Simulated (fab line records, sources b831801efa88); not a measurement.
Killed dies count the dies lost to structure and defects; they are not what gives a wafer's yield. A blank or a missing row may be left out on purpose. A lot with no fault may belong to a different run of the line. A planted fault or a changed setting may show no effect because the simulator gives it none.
A struck lot beside a sound one    flow sky130    31 out of 708 route steps
Sound: wafers L699.3, L699.4, L699.6. Struck: wafers L716.2, L716.3, L716.5. The cause is named last.
Order at every step that has rows: each side's tool, ch and its chambers, its first start. Under that, the readings that differ: sound wafers    struck wafers    difference of the means    sigmas: that difference in standard deviations of wafers without a fault.
alike: words and numbers the same on both sides, and readings whose means are apart by under 2 such deviations; not compared: readings that were withheld, readings missing a value for some wafer, numbers with overlapping values and no deviation given by the record, and bounds like >300 which may hide the same value.
A row with sigmas, a row that says differs or no value, or rows on one side alone: a step with any of these is where the two part. Numbers that have no deviation but don't overlap get no sigmas and don't part them. Lack of a reading on every wafer of one side parts them only where that side has two or more wafers.

SKY_CAPM_THK_MEAS_01:
  struck on film-metro-01, day 42 21:21; sound on film-metro-04, day 36 03:35
  alike: CAPM_CVD_00_THK
SKY_CAPM_SPUTTER_02: material TiN, target thk 200 nm, time 166.7 s.
  struck on pvd-sputter-01, day 42 21:24; sound on pvd-sputter-01, day 36 03:37
  alike: throttle-valve-pct
SKY_CAPM_RS_MEAS_03: the measuring method here is four-point-probe.
  struck on film-metro-04, day 42 21:32; sound on film-metro-03, day 36 03:46
  alike: CAPM_TIN_RS
SKY_CAPM_THK_MEAS_04: measures by xrf.
  struck on film-metro-04, day 42 21:38; sound on film-metro-03, day 36 03:52
  alike: CAPM_TIN_THK
then, 7 steps without rows for these wafers: SKY_CAPM_DEHYDRATE_05 (time 60 s); SKY_CAPM_HMDS_06 (prime time 60 s); SKY_CAPM_COAT_07 (resist thk 1140 nm); SKY_CAPM_SOFTBAKE_08 (time 60 s); SKY_CAPM_EXPOSE_09 (exposes mask CAPM, target cd 1000 nm); SKY_CAPM_PEB_10; SKY_CAPM_DEVELOP_11 (develop time 60 s).
SKY_CAPM_OVL_MEAS_12:
  struck on overlay-01, day 43 19:32; sound on overlay-02, day 37 05:39
  alike: CAPM_OVL
SKY_CAPM_METAL_ETCH_13: etches TiN in Cl2/BCl3, stops on SiO2, target depth 220 nm, time 62.9 s.
  sound on rie-metal-02 ch 0,1, day 37 05:42; struck on rie-metal-02 ch 0, day 43 19:36
reading                                sound              struck             difference  sigmas
run-length-s (s)                       92.1 91.3 92.0     94.0 94.4 94.1     +2.4        +4
model.SiO2_of_CAPM_CVD_00.thk-nm (nm)  15.78 15.62 15.43  14.42 14.81 15.25  -0.78       
  alike: drypump-motor-current-A, he-backside-leak-sccm, oes-product-au, throttle-valve-pct
  not compared: rf-hours-counter-h
SKY_CAPM_STRIP_14: strips in O2/N2.
  sound on plasma-asher-01 ch 0,1, day 37 05:47; struck on plasma-asher-04 ch 0, day 43 19:43
reading                       sound              struck             difference  sigmas
strip-time-to-endpoint-s (s)  12.68 12.73 12.65  12.56 12.53 12.57  -0.13       -3
  alike: drypump-motor-current-A, oes-product-au
  not compared: rf-hours-counter-h
then, 11 steps without rows for these wafers: SKY_CAPM_STRIP_15 (strips in post etch residue remover, time 1200 s); SKY_CAPM_CLEAN_16 (cleans in IPA, time 180 s); SKY_CAPM_CLEAN_17 (cleans in O3/DIW); SKY_METAL3_DEHYDRATE_05 (time 60 s); SKY_METAL3_HMDS_06 (prime time 60 s); SKY_METAL3_COAT_07 (resist thk 60 nm); SKY_METAL3_COAT_08 (resist thk 1154 nm); SKY_METAL3_SOFTBAKE_09 (time 90 s); SKY_METAL3_EXPOSE_10 (exposes mask MM3, target cd 300 nm); SKY_METAL3_PEB_11; SKY_METAL3_DEVELOP_12 (develop time 60 s).
SKY_METAL3_CD_MEAS_13: target cd 300 nm.
  struck on cd-sem-01, day 44 19:09; sound on cd-sem-01, day 38 08:40
  alike: cd-nm
SKY_METAL3_OVL_MEAS_14:
  struck on overlay-01, day 44 19:15; sound on overlay-02, day 38 08:46
reading          sound     struck  difference  sigmas
METAL3_OVL (nm)  -11 0 -4  8 9 3   +12         +2
SKY_METAL3_DESCUM_15: chemistry O2, time 8 s.
  sound on rie-metal-03 ch 0,1, day 38 08:47; struck on rie-metal-03 ch 0, day 44 19:17
  alike: drypump-motor-current-A, he-backside-leak-sccm, oes-product-au
  not compared: rf-hours-counter-h
SKY_METAL3_ETCH_16: etches BARC in N2/H2, stops on SiO2, time 88.2 s, target depth 60 nm.
  sound on rie-metal-03 ch 0,1, day 38 08:51; struck on rie-metal-03 ch 0, day 44 19:19
  alike: drypump-motor-current-A, he-backside-leak-sccm, oes-product-au, run-length-s, throttle-valve-pct
  not compared: rf-hours-counter-h
SKY_METAL3_ETCH_17: etches SiO2 in C4F8/O2/Ar, stops on TiN, time 3.9 s, target depth 15 nm.
  sound on rie-diel-01 ch 0,1,3, day 38 08:55; struck on rie-diel-01 ch 2,3, day 44 19:25
reading                   sound              struck             difference  sigmas
model.etch.depth-nm (nm)  15.78 15.62 15.43  14.42 14.81 15.25  -0.78       
  alike: oes-product-au
  not compared: rf-hours-counter-h
SKY_METAL3_METAL_ETCH_18: etches the open film in Cl2/BCl3, stops on SiO2, target depth 845 nm, time 183.1 s.
  sound on rie-metal-02 ch 0,1, day 38 08:59; struck on rie-metal-02 ch 1, day 44 19:29
  alike: drypump-motor-current-A, he-backside-leak-sccm, oes-product-au, run-length-s, throttle-valve-pct
  not compared: rf-hours-counter-h

## WHERE THEY PART
Last at SKY_METAL3_OVL_MEAS_14 as far as this record goes, first at SKY_CAPM_METAL_ETCH_13. Later steps at which nothing parts them and some readings are alike: SKY_METAL3_DESCUM_15, SKY_METAL3_ETCH_16, SKY_METAL3_ETCH_17, SKY_METAL3_METAL_ETCH_18.

WHY: what had been put in by the simulator
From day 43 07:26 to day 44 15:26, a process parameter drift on rie-metal-02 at SKY_CAPM_METAL_ETCH_13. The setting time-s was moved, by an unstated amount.
